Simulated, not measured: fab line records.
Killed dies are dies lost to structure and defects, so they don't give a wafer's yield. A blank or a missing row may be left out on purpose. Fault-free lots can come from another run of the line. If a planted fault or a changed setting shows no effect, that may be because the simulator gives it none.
Struck lot and sound lot, side by side :: flow sky130 :: 14 steps out of a route of 708
Sound: the wafers L206.2, L206.5, L206.6. The struck wafers were L200.1, L200.5, L200.6. The cause is given at the end.
For every step that has rows: the tool of each side, followed by ch and its chambers, followed by its first start. Under that, the readings that differ: sound wafers :: struck wafers :: difference of the means :: sigmas: that difference in standard deviations of wafers without a fault.
alike: words and numbers the same on both sides, and readings whose means are apart by under 2 such deviations; not compared: readings that were withheld, readings missing a value for some wafer, numbers with overlapping values and no deviation given by the record, and bounds like >300 which may hide the same value.
The two part at a step that has a row with sigmas, a row that says differs or no value, or rows on one side only. Numbers that have no deviation but don't overlap get no sigmas and don't part them. Lack of a reading on every wafer of one side parts them only where that side has two or more wafers.

first, 4 steps without rows for these wafers: SKY_VT_ADJUST_PCH_SOFTBAKE_03; SKY_VT_ADJUST_PCH_EXPOSE_04 (exposes mask NWM, target cd 840 nm); SKY_VT_ADJUST_PCH_PEB_05; SKY_VT_ADJUST_PCH_DEVELOP_06 (develop time 60 s).
SKY_VT_ADJUST_PCH_OVL_MEAS_07:
  sound on overlay-02, day 15 16:50; struck on overlay-02, day 13 22:15
  alike: VT_ADJUST_PCH_OVL
then, 1 step without rows for these wafers: SKY_VT_ADJUST_PCH_IMPLANT_08.
SKY_VT_ADJUST_PCH_STRIP_09: strips in O2/N2.
  sound on plasma-asher-03 ch 0,1, day 15 17:01; struck on plasma-asher-02 ch 0,1, day 13 22:26
  alike: drypump-motor-current-A, oes-product-au, strip-time-to-endpoint-s
  not compared: rf-hours-counter-h
SKY_VT_ADJUST_PCH_TW_MEAS_10:
  sound on film-metro-01, day 15 17:07; struck on film-metro-04, day 13 22:32
reading: VT_ADJUST_PCH_TW
sound: 144.6 144.5 144.1
struck: 142.2 142.9 142.4
difference: -1.9
sigmas: -3
then, 4 steps without rows for these wafers: SKY_SONOS_TUNNEL_DEHYDRATE_00 (time 60 s); SKY_SONOS_TUNNEL_HMDS_01 (prime time 60 s); SKY_SONOS_TUNNEL_COAT_02 (resist thk 1140 nm); SKY_SONOS_TUNNEL_SOFTBAKE_03 (time 60 s).
SKY_SONOS_TUNNEL_EXPOSE_04: exposes mask TUNM, target cd 410 nm.
  sound on iline-stepper-01 ch 0, day 16 07:13; struck on iline-stepper-01, day 14 11:44
  no value came back on the struck wafers for exposure-dose-mJ-cm2, focus-offset-nm (nm), na, stage-vel-mm-s (mm/s); on the sound wafers exposure-dose-mJ-cm2 reads 136.89 136.81 136.78
  alike: mask
then, 1 step without rows for these wafers: SKY_SONOS_TUNNEL_PEB_05.

== WHERE THEY PART ==
First at SKY_VT_ADJUST_PCH_TW_MEAS_10; last, within this record, at SKY_SONOS_TUNNEL_EXPOSE_04.

WHY: what had been put in by the simulator
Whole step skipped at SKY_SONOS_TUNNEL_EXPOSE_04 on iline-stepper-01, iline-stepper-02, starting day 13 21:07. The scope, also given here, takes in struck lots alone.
